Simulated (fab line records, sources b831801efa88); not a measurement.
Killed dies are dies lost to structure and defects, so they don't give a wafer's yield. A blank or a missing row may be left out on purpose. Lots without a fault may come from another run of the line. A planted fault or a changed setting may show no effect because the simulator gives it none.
fab line records | flow sky130
record lots=6 wafers=18 last_day=49
route steps=708 shown CAP2M@620 METAL4@621 PAD_OPEN@708
lots that met no fault: from a run of the same line without faults
start_h: hours from the record's first day to the start of the lot's first wafer shown | wait_h: hours since the lot's step before | " the same as in the row above | L1.1+2: a row that stands for several wafers | - no value, or no start given | * or withheld: withheld | < > ~ a bound
route shown NAME@n: a module of which the file shows steps, and the number in the route of the first | usual: mean/standard deviation of fault-free wafers | same: alike in all rows | chamber/n: place in a boat | sites: the reading at each site | _std_site: their standard deviation | _edge_site: outer sites' mean less inner sites' | radius_mm: how far each site lies from the wafer's centre | mask NAME#n: copy n | behind: the tool/chamber that last shaped the wafer | hold: why the lot was held/for how many hours/how that ended | device: the transistor (n, p or np) that didn't switch | end of line: the same wafers' tests at the end of the route | a step without rows: its recipe alone | killed: dies lost to structure and defects at the first sort, not the wafer's yield | map: a wafer's dies, x killed, . not, _ none there
set.NAME: the setting as run; set.NAME@STEP: as run at that earlier step | model.NAME: the simulator's own value behind a step, which no gauge read
lots at some steps of the route; a table a step, a row a wafer
services: from which hour (start_h, from the record's first day; less than 0 if before it) a tool's chamber was out of use, for how many hours, and why
## steps
# step SKY_CAP2M_CLEAN_17
# recipe chemistry=O3/DIW dry=n2_spin
# step SKY_METAL4_DEHYDRATE_05
# recipe temp_c=200 time_s=60
# step SKY_METAL4_HMDS_06
# recipe prime_time_s=60 prime_temp_c=120
# step SKY_METAL4_COAT_07
# recipe resist=BARC temp_c=withheld time_s=withheld spin_rpm=3000 resist_thk_nm=60
# step SKY_METAL4_COAT_08
# recipe resist=KrF-thick spin_rpm=3000 resist_thk_nm=1140
# step SKY_METAL4_SOFTBAKE_09
# recipe temp_c=100 time_s=90 resist=KrF-thick
# step SKY_METAL4_EXPOSE_10
# recipe mask_id=MM4 na=0.68 source_shape=annular sigma_inner=0.4 sigma_outer=0.8 target_cd_nm=300 dose_mj=28
# step SKY_METAL4_PEB_11
# recipe peb_temp_c=withheld peb_time_s=withheld resist=KrF-thick
# step SKY_METAL4_DEVELOP_12
# recipe develop_time_s=60 resist=KrF-thick dev_temp_c=21
# step SKY_METAL4_CD_MEAS_13
# recipe target_cd_nm=300
# usual cd_nm=299.6/1.4
# columns lot.wafer tool chamber start_h wait_h cd_nm
L939.3 cd_sem-02 - 981.55 - 298.0
L939.4 " - " " 299.3
L939.6 " - " " 300.1
L948.1 cd_sem-01 - 1050.52 - 303.6
L948.4 " - " " 302.6
L948.6 " - " " 302.0
L951.1 cd_sem-01 - 1071.64 - 301.3
L951.2 " - " " 301.0
L951.5 " - " " 300.9
L952.1 cd_sem-02 - 1071.78 - 299.6
L952.4 " - " " 301.2
L952.5 " - " " 301.2
L953.1 cd_sem-01 - 1076.77 - 299.3
L953.5 " - " " 298.7
L953.6 " - " " 299.5
L955.3 cd_sem-02 - 1089.91 - 299.9
L955.4 " - " " 298.1
L955.6 " - " " 298.4
# step SKY_METAL4_OVL_MEAS_14
# usual METAL4_OVL=1/5.4
# columns lot.wafer tool chamber start_h wait_h METAL4_OVL[nm]
L939.3 overlay-02 - 981.65 0.1 5
L939.4 " - " " 9
L939.6 " - " " 11
L948.1 overlay-01 - 1050.64 0.1 -8
L948.4 " - " " -1
L948.6 " - " " 3
L951.1 overlay-01 - 1071.76 0.1 -4
L951.2 " - " " 3
L951.5 " - " " -3
L952.1 overlay-02 - 1071.90 0.1 9
L952.4 " - " " -5
L952.5 " - " " 5
L953.1 overlay-01 - 1076.89 0.1 -2
L953.5 " - " " 1
L953.6 " - " " -2
L955.3 overlay-01 - 1090.00 0.1 9
L955.4 " - " " 0
L955.6 " - " " -2
# step SKY_METAL4_DESCUM_15
# recipe chemistry=O2 source_power_w=150 bias_power_w=0 pressure_mtorr=10 temp_c=40 time_s=8
# usual drypump_motor_current_A=5.9/0.48 oes_product_au=0.996/0.013
# columns lot.wafer tool chamber start_h wait_h drypump_motor_current_A oes_product_au rf_hours_counter_h
L939.3 rie_metal-04 1 981.69 0.0 6.2 0.993 -
L939.4 " 1 " " 6.2 0.990 -
L939.6 " 1 " " 6.2 0.990 -
L948.1 rie_metal-03 1 1050.67 0.0 5.0 0.995 13
L948.4 " 1 " " 5.0 0.994 -
L948.6 " 0 " " 6.4 1.008 -
L951.1 rie_metal-02 1 1071.80 0.0 5.6 0.997 20
L951.2 " 0 " " 6.1 0.985 5
L951.5 " 0 " " 6.2 0.982 -
L952.1 rie_metal-03 1 1071.93 0.0 5.0 0.989 15
L952.4 " 0 " " 6.4 1.015 -
L952.5 " 0 " " 6.4 1.021 -
L953.1 rie_metal-04 0 1076.92 0.0 6.0 0.993 19
L953.5 " 0 " " 6.1 0.993 -
L953.6 " 1 " " 6.2 0.984 -
L955.3 rie_metal-04 1 1090.03 0.0 6.2 0.989 -
L955.4 " 0 " " 6.0 1.016 -
L955.6 " 1 " " 6.2 0.994 -
# step SKY_METAL4_ETCH_16
# recipe chemistry=N2/H2 target=BARC ion_energy_ev=200 bias_w=100 pressure_mtorr=30 n2_flow_sccm=100 h2_flow_sccm=200 icp_w=500 stop_on=SiO2 time_s=88.2 target_depth_a=600
# usual drypump_motor_current_A=6.0/0.49 oes_product_au=0.625/0.0048 rf_fwd_power_W=496.5/1.7 throttle_valve_pct=13.205/0.0092
# columns lot.wafer tool chamber start_h wait_h drypump_motor_current_A oes_product_au rf_fwd_power_W rf_hours_counter_h throttle_valve_pct model.KrF-thick_of_METAL4_COAT_08.thk_nm model.SiO2_of_CAP2M_CVD_00.thk_nm
L939.3 rie_metal-04 1 981.80 0.1 6.2 0.620 496.2 - 13.207 1081 15.14
L939.4 " 1 " " 6.2 0.624 495.8 - 13.190 1079 15.48
L939.6 " 1 " " 6.2 0.630 496.8 - 13.206 1077 15.4
L948.1 rie_metal-03 1 1050.70 0.0 5.0 0.621 498.6 13 13.225 1078 15.12
L948.4 " 1 " " 5.0 0.631 499.5 - 13.204 1074 15.16
L948.6 " 0 " " 6.4 0.625 497.8 - 13.213 1073 15.2
L951.1 rie_metal-02 1 1071.83 0.0 5.7 0.620 494.8 20 13.198 1076 15.3
L951.2 " 0 " " 6.1 0.625 491.7 5 13.211 1081 14.85
L951.5 " 0 " " 6.1 0.624 494.6 - 13.206 1081 15.29
L952.1 rie_metal-03 1 1071.96 0.0 5.0 0.622 497.2 15 13.206 1072 15.32
L952.4 " 0 " " 6.4 0.624 497.6 - 13.205 1073 15.56
L952.5 " 0 " " 6.4 0.630 498.8 - 13.213 1071 15.5
L953.1 rie_metal-04 0 1076.96 0.0 6.1 0.627 576.7 19 13.226 1069 14.93
L953.5 " 0 " " 6.1 0.628 575.4 - 13.199 1067 14.61
L953.6 " 1 " " 6.2 0.614 578.8 - 13.213 1074 15.05
L955.3 rie_metal-04 1 1090.09 0.0 6.2 0.629 576.3 - 13.191 1069 14.57
L955.4 " 0 " " 6.2 0.620 575.7 - 13.207 1070 14.89
L955.6 " 1 " " 6.2 0.632 577.6 - 13.206 1066 14.82
# step SKY_METAL4_ETCH_17
# recipe target=SiO2 stop_on=TiN chemistry=C4F8/O2/Ar source_w=1500 bias_w=1180 pressure_mtorr=40 c4f8_flow_sccm=withheld O2_flow_sccm=6 Ar_flow_sccm=300 time_s=3.9 target_depth_a=150
# usual oes_product_au=0.747/0.0075 rf_fwd_power_W=1467/6.8
# columns lot.wafer tool chamber start_h wait_h oes_product_au rf_fwd_power_W rf_hours_counter_h
L939.3 rie_diel-04 0 981.93 0.1 0.748 1464 18
L939.4 " 1 " " 0.756 1477 11
L939.6 " 1 " " 0.750 1472 -
L948.1 rie_diel-01 2 1050.80 0.1 0.743 1456 6
L948.4 " 1 " " 0.756 1466 1
L948.6 " 3 " " 0.743 1464 -
L951.1 rie_diel-02 0 1071.93 0.1 0.750 1463 6
L951.2 " 3 " " 0.731 1464 8
L951.5 " 1 " " 0.752 1482 -
L952.1 rie_diel-01 1 1072.06 0.1 0.751 1471 2
L952.4 " 0 " " 0.768 1462 9
L952.5 " 3 " " 0.753 1477 -
L953.1 rie_diel-02 0 1077.10 0.1 0.741 1459 6
L953.5 " 0 " " 0.735 1466 -
L953.6 " 3 " " 0.749 1473 -
L955.3 rie_diel-01 3 1090.15 0.0 0.720 1471 8
L955.4 " 2 " " 0.742 1463 7
L955.6 " 1 " " 0.729 1471 -
# step SKY_PAD_OPEN_PROBE_99
# usual defect_limited_yield=82.4/2 killed_at_M0_to_M3=43/6.6 killed_at_M4_up=3.0/1.7 killed_at_contacts=24/5.4 killed_at_front_end=16/4.6 killed_at_other=0.3/0.53 killed_dies=87/9.7 killed_on_rim=18/4 killed_open=47/7.3 killed_short=39/6.5 sort_bin_3_pad_short=0.9/0.41 sort_bin_5_function=10.4/1.4 sort_bin_6_memory=6.3/1.2 sort_n_pass=405/9.7 sort_yield_pct=82.4/2
# same gross_dies=492 killed_at_back_side=0 sort_bin_4_leakage[%]=0 sort_bin_8_speed[%]=0
# columns lot.wafer tool chamber start_h wait_h defect_limited_yield[%] killed_at_M0_to_M3 killed_at_M4_up killed_at_contacts killed_at_front_end killed_at_other killed_dies killed_on_rim killed_open killed_short sort_bin_3_pad_short[%] sort_bin_5_function[%] sort_bin_6_memory[%] sort_n_pass sort_yield_pct[%]
L939.3 prober-02 - 1077.81 0.2 82.9 50 4 17 13 0 84 17 41 43 0.6 11.2 5.3 408 82.9
L939.4 prober-02 - 1077.86 0.2 82.5 47 2 20 17 0 86 20 54 32 0.6 10.0 6.9 406 82.5
L939.6 prober-02 - 1077.96 0.2 82.9 44 2 22 16 0 84 20 48 36 0.4 9.8 6.9 408 82.9
L948.1 prober-02 - 1138.31 0.1 82.3 44 3 20 19 1 87 18 39 47 0.6 12.4 4.7 405 82.3
L948.4 prober-02 - 1138.46 0.2 84.1 36 5 27 10 0 78 8 42 35 1.0 8.9 5.9 414 84.1
L948.6 prober-02 - 1138.56 0.2 85.8 35 2 22 11 0 70 16 39 30 1.6 8.1 4.5 422 85.8
L951.1 prober-01 - 1155.93 0.1 77.6 48 5 40 17 0 110 27 57 53 1.2 12.8 8.3 382 77.6
L951.2 prober-01 - 1155.98 0.1 81.9 42 4 26 17 0 89 20 54 35 0.6 11.6 5.9 403 81.9
L951.5 prober-01 - 1156.13 0.2 81.1 44 4 24 20 1 93 22 47 45 0.4 12.8 5.7 399 81.1
L952.1 prober-02 - 1157.80 0.1 85.8 36 4 17 13 0 70 17 43 26 0.6 9.1 4.5 422 85.8
L952.4 prober-02 - 1157.95 0.2 81.9 44 3 30 12 0 89 12 41 47 0.4 9.8 7.9 403 81.9
L952.5 prober-02 - 1158.00 0.2 81.5 51 3 29 8 0 91 19 55 36 1.2 11.2 6.1 401 81.5
L953.1 prober-01 - 1161.25 0.1 80.7 54 1 25 14 1 95 24 62 32 1.6 9.3 8.3 397 80.7
L953.5 prober-01 - 1161.45 0.2 83.5 41 0 21 19 0 81 18 39 42 1.2 10.6 4.7 411 83.5
L953.6 prober-01 - 1161.50 0.2 79.3 56 3 28 15 0 102 23 41 61 2.0 12.0 6.7 390 79.3
L955.3 prober-01 - 1171.50 0.2 81.5 53 3 23 11 1 91 24 54 37 1.0 10.6 6.9 401 81.5
L955.4 prober-01 - 1171.55 0.2 86.8 30 5 21 9 0 65 14 36 28 0.8 9.3 3.0 427 86.8
L955.6 prober-01 - 1171.65 0.2 83.5 39 4 21 17 0 81 14 48 33 0.6 9.1 6.7 411 83.5
# killed by level:class
L939.3 VIA1:geometric_particle:open=11 METAL2:geometric_particle:short=8 VIA3:geometric_particle:open=7 VIA1:geometric_particle:short=6 CONTACT:geometric_particle:open=5 CONTACT:geometric_particle:short=4 VIA2:geometric_particle:open=4 VIA2:geometric_particle:short=4
L939.4 VIA1:geometric_particle:open=17 CONTACT:geometric_particle:open=9 VIA3:geometric_particle:open=7 METAL1:geometric_particle:short=6 FIELD_ISO:geometric_particle:open=5 LI_CONTACT:geometric_particle:open=5 VIA2:geometric_particle:open=5 METAL2:geometric_particle:short=4
L939.6 VIA1:geometric_particle:open=11 CONTACT:geometric_particle:open=9 FIELD_ISO:geometric_particle:open=8 VIA2:geometric_particle:open=7 LOCAL_INTERCONNECT:geometric_particle:short=6 METAL2:geometric_particle:short=6 LI_CONTACT:geometric_particle:open=4 VIA1:geometric_particle:short=4
L948.1 VIA3:geometric_particle:open=9 METAL1:geometric_particle:short=7 POLY_GATE:geometric_particle:short=6 POLY_GATE:geometric_particle:open=5 VIA1:geometric_particle:open=5 VIA2:geometric_particle:short=5 FIELD_ISO:geometric_particle:short=4 CONTACT:geometric_particle:open=4
L948.4 LI_CONTACT:geometric_particle:open=11 VIA1:geometric_particle:open=9 CONTACT:geometric_particle:open=7 METAL2:geometric_particle:short=6 VIA2:geometric_particle:open=6 VIA1:geometric_particle:short=5 POLY_GATE:geometric_particle:short=4 CONTACT:geometric_particle:short=4
L948.6 CONTACT:geometric_particle:open=9 METAL1:geometric_particle:short=9 LI_CONTACT:geometric_particle:open=6 VIA2:geometric_particle:open=5 VIA1:geometric_particle:open=4 FIELD_ISO:geometric_particle:open=3 VIA3:geometric_particle:short=3 VIA1:geometric_particle:short=3
L951.1 CONTACT:geometric_particle:open=13 LI_CONTACT:geometric_particle:short=10 VIA1:geometric_particle:open=8 METAL2:geometric_particle:short=8 FIELD_ISO:geometric_particle:open=7 VIA2:geometric_particle:open=7 METAL1:geometric_particle:short=6 LI_CONTACT:geometric_particle:open=6
L951.2 VIA1:geometric_particle:open=19 LI_CONTACT:geometric_particle:open=8 VIA2:geometric_particle:open=8 CONTACT:geometric_particle:short=7 CONTACT:geometric_particle:open=5 POLY_GATE:geometric_particle:short=5 METAL1:geometric_particle:short=5 VIA3:geometric_particle:open=4
L951.5 VIA1:geometric_particle:open=12 LI_CONTACT:geometric_particle:open=7 METAL2:geometric_particle:short=7 METAL1:geometric_particle:short=7 VIA2:geometric_particle:open=6 FIELD_ISO:geometric_particle:short=5 FIELD_ISO:geometric_particle:open=5 POLY_GATE:geometric_particle:short=5
L952.1 VIA1:geometric_particle:open=11 CONTACT:geometric_particle:open=7 LI_CONTACT:geometric_particle:open=5 VIA2:geometric_particle:open=5 VIA3:geometric_particle:open=5 METAL2:geometric_particle:short=4 LOCAL_INTERCONNECT:geometric_particle:short=3 METAL1:geometric_particle:short=3
L952.4 CONTACT:geometric_particle:open=11 METAL2:geometric_particle:short=9 VIA1:geometric_particle:open=9 CONTACT:geometric_particle:short=8 VIA2:geometric_particle:short=7 VIA3:geometric_particle:open=5 LI_CONTACT:geometric_particle:open=4 LOCAL_INTERCONNECT:geometric_particle:short=4
L952.5 CONTACT:geometric_particle:open=15 VIA1:geometric_particle:open=10 VIA3:geometric_particle:open=8 VIA1:geometric_particle:short=7 LI_CONTACT:geometric_particle:open=6 METAL1:geometric_particle:short=6 VIA2:geometric_particle:open=6 CONTACT:geometric_particle:short=5
L953.1 VIA1:geometric_particle:open=21 VIA2:geometric_particle:open=10 LI_CONTACT:geometric_particle:open=9 CONTACT:geometric_particle:open=7 POLY_GATE:geometric_particle:open=6 POLY_GATE:geometric_particle:short=4 VIA2:geometric_particle:short=4 VIA3:geometric_particle:open=4
L953.5 VIA3:geometric_particle:open=9 POLY_GATE:geometric_particle:short=7 CONTACT:geometric_particle:open=7 LI_CONTACT:geometric_particle:open=6 METAL2:geometric_particle:short=6 FIELD_ISO:geometric_particle:short=5 VIA2:geometric_particle:open=5 METAL1:geometric_particle:short=4
L953.6 CONTACT:geometric_particle:short=10 VIA1:geometric_particle:open=10 METAL2:geometric_particle:short=10 METAL1:geometric_particle:short=7 VIA3:geometric_particle:open=7 LI_CONTACT:geometric_particle:open=6 CONTACT:geometric_particle:open=6 VIA3:geometric_particle:short=6
L955.3 CONTACT:geometric_particle:open=13 VIA3:geometric_particle:open=12 METAL1:geometric_particle:short=10 LI_CONTACT:geometric_particle:open=7 VIA2:geometric_particle:open=7 VIA1:geometric_particle:open=6 METAL2:geometric_particle:short=6 FIELD_ISO:geometric_particle:short=4
L955.4 METAL1:geometric_particle:short=8 VIA1:geometric_particle:open=8 CONTACT:geometric_particle:open=6 VIA3:geometric_particle:open=6 LI_CONTACT:geometric_particle:open=5 CONTACT:geometric_particle:short=5 LOCAL_INTERCONNECT:geometric_particle:short=4 VIA2:geometric_particle:open=4
L955.6 VIA1:geometric_particle:open=11 VIA3:geometric_particle:open=9 LI_CONTACT:geometric_particle:open=8 LI_CONTACT:geometric_particle:short=5 METAL3:geometric_particle:short=5 VIA2:geometric_particle:open=5 FIELD_ISO:geometric_particle:open=4 VIA3:geometric_particle:short=4
## services
# columns tool chamber start_h hours kind
rie_metal-02 0 962.38 - clean
rie_metal-02 0 962.38 24.5 scheduled_down
rie_metal-02 0 962.38 24.5 vent_cycle
rie_diel-01 - 969.51 2.8 pm
rie_diel-04 1 972.59 8.7 repair
rie_metal-04 0 978.79 14.7 repair
rie_diel-01 1 985.59 - clean
rie_diel-01 1 985.59 17.0 scheduled_down
rie_diel-01 1 985.59 17.0 vent_cycle
rie_diel-04 2 1016.73 5.7 repair
rie_diel-01 - 1044.88 0.6 repair
rie_diel-01 - 1074.41 15.6 pm
rie_metal-02 1 1089.33 14.9 repair
## key
first_sign step=SKY_METAL4_ETCH_16 reading=rf_fwd_power_W direction=up sigmas=48 usual=496.5 struck=576.7
effect none on later readings
model_effect step=SKY_METAL4_ETCH_16 value=KrF-thick_of_METAL4_COAT_08.thk_nm without=1076 struck=1069
met_at SKY_METAL4_ETCH_16
struck_wafers L953.1,L953.5,L953.6,L955.3,L955.4,L955.6
onset_between 981.80 1076.96
fault kind=process_parameter_drift tool=rie_metal-04 chamber=- onset_h=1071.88 steps=SKY_METAL4_ETCH_16 channel=icp_w offset=80 shape=step end_h=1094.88 acts_in=these_recipes_only stated=500
